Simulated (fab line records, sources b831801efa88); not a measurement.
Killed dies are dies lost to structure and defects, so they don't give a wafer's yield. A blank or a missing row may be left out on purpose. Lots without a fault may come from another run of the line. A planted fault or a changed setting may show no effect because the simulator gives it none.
A struck lot beside a sound one | flow gf180mcu | 18 steps out of a route of 602
Sound: wafers L527.2, L527.3, L527.6. Struck: wafer L535.2. (L535.1, L535.3 of the same lot were not struck and are left out.) The cause comes at the end.
At each step with rows: each side's tool, then ch and its chambers, then its first start. Under that, the readings that differ: sound wafers | struck wafers | difference of the means | sigmas: that difference in standard deviations of wafers without a fault.
alike: readings whose means differ by less than 2 such deviations, and words and numbers that are the same on both sides. not compared: withheld readings, readings that some wafer has no value for, bounds like >300 that may hide the same value, and numbers for which the record gives no deviation and whose values overlap.
The two part at a step that has a row with sigmas, a row that says differs or no value, or rows on one side only. Numbers that don't overlap but have no deviation are shown without sigmas and don't part them. A reading that every wafer of one side lacks parts them only if that side has two wafers or more.

first, 3 steps without rows for these wafers: GF_V4_EXPOSE_11 (exposes mask Via4, target cd 260 nm); GF_V4_PEB_12 (peb time 90 s); GF_V4_DEVELOP_13 (develop time 60 s).
GF_V4_CD_MEAS_14: target cd 260 nm.
  sound on cd_sem-02, day 25 22:05; struck on cd_sem-01, day 28 18:46
  alike: cd_nm
GF_V4_OVL_MEAS_15:
  sound on overlay-02, day 25 22:12; struck on overlay-02, day 28 18:53
  alike: V4_OVL
GF_V4_ETCH_16: etches BARC in N2/H2.
  sound on rie_diel-01 ch 0,1,2, day 25 22:14; struck on rie_diel-02 ch 3, day 28 18:56
  alike: drypump_motor_current_A, oes_product_au, throttle_valve_pct
GF_V4_ETCH_17: etches SiO2 in C4F8/O2/Ar, stops on TiN, target depth 630 nm.
  sound on rie_diel-01 ch 0,1,2; struck on rie_diel-02 ch 3
  alike: oes_product_au
GF_V4_STRIP_18: strips in O2/N2.
  sound on plasma_asher-01 ch 0, day 25 22:21; struck on plasma_asher-04 ch 0, day 28 19:03
  alike: drypump_motor_current_A, heater_power_w, oes_product_au, platen_temp_c
  not compared: rf_hours_counter_h
then, 2 steps without rows for these wafers: GF_V4_STRIP_19 (strips in post etch residue remover, time 1200 s); GF_V4_CLEAN_20 (cleans in DIW).
GF_V4_SPUTTER_21: material Ti, target thk 15 nm, time 80.02 s.
  sound on pvd_sputter-01, day 25 22:54; struck on pvd_sputter-01, day 28 19:35
  alike: chamber_pressure_pa, substrate_temp_c, throttle_valve_pct
GF_V4_SPUTTER_22: material TiN, target thk 10 nm, time 40 s.
  sound on pvd_sputter-01, day 25 22:58; struck on pvd_sputter-01, day 28 19:39
  alike: chamber_pressure_pa, throttle_valve_pct
GF_V4_CVD_23: deposits W, target thk 350 nm, time 104.9 s.
  sound on cvd_w-01 ch 0, day 25 23:00; struck on cvd_w-01 ch 0, day 28 19:41
  reading                          | sound             | struck | difference | sigmas
  model.W_of_V4_CVD_23.thk_nm (nm) | 346.9 353.9 346.8 | 161.8  | -187.4     |
  alike: heater_power_w
GF_V4_RS_MEAS_24: measures by four-point-probe.
  sound on film_metro-01, day 25 23:08; struck on film_metro-02, day 28 19:48
  reading          | sound             | struck | difference | sigmas
  V4_W_RS (ohm/sq) | 0.330 0.323 0.331 | 0.717  | +0.389     | +99 or more
GF_V4_THK_MEAS_25: measures by xrf.
  sound on film_metro-01, day 25 23:14; struck on film_metro-02, day 28 19:55
  reading       | sound       | struck | difference | sigmas
  V4_W_THK (nm) | 339 347 339 | 159    | -183       | -34
GF_V4_CMP_26: polishes, stops on SiO2, t overpolish 15 s, target thk 0 nm.
  sound on cmp-02 ch 0,1,3, day 25 23:17; struck on cmp-02 ch 0, day 28 20:02
  reading                | sound          | struck | difference | sigmas
  time_to_endpoint_s (s) | 84.6 89.6 88.1 | 40.6   | -46.8      | -16
  alike: motor_current_A, slurry_filter_dp_kPa
then, 2 steps without rows for these wafers: GF_MIM_SPUTTER_00 (material Ti, target thk 37.5 nm, time 150 s); GF_PASSIVATION_PROBE_99.

WHERE THEY PART
First at GF_V4_RS_MEAS_24; last, within this record, at GF_V4_CMP_26.

WHY: what the simulator had put in
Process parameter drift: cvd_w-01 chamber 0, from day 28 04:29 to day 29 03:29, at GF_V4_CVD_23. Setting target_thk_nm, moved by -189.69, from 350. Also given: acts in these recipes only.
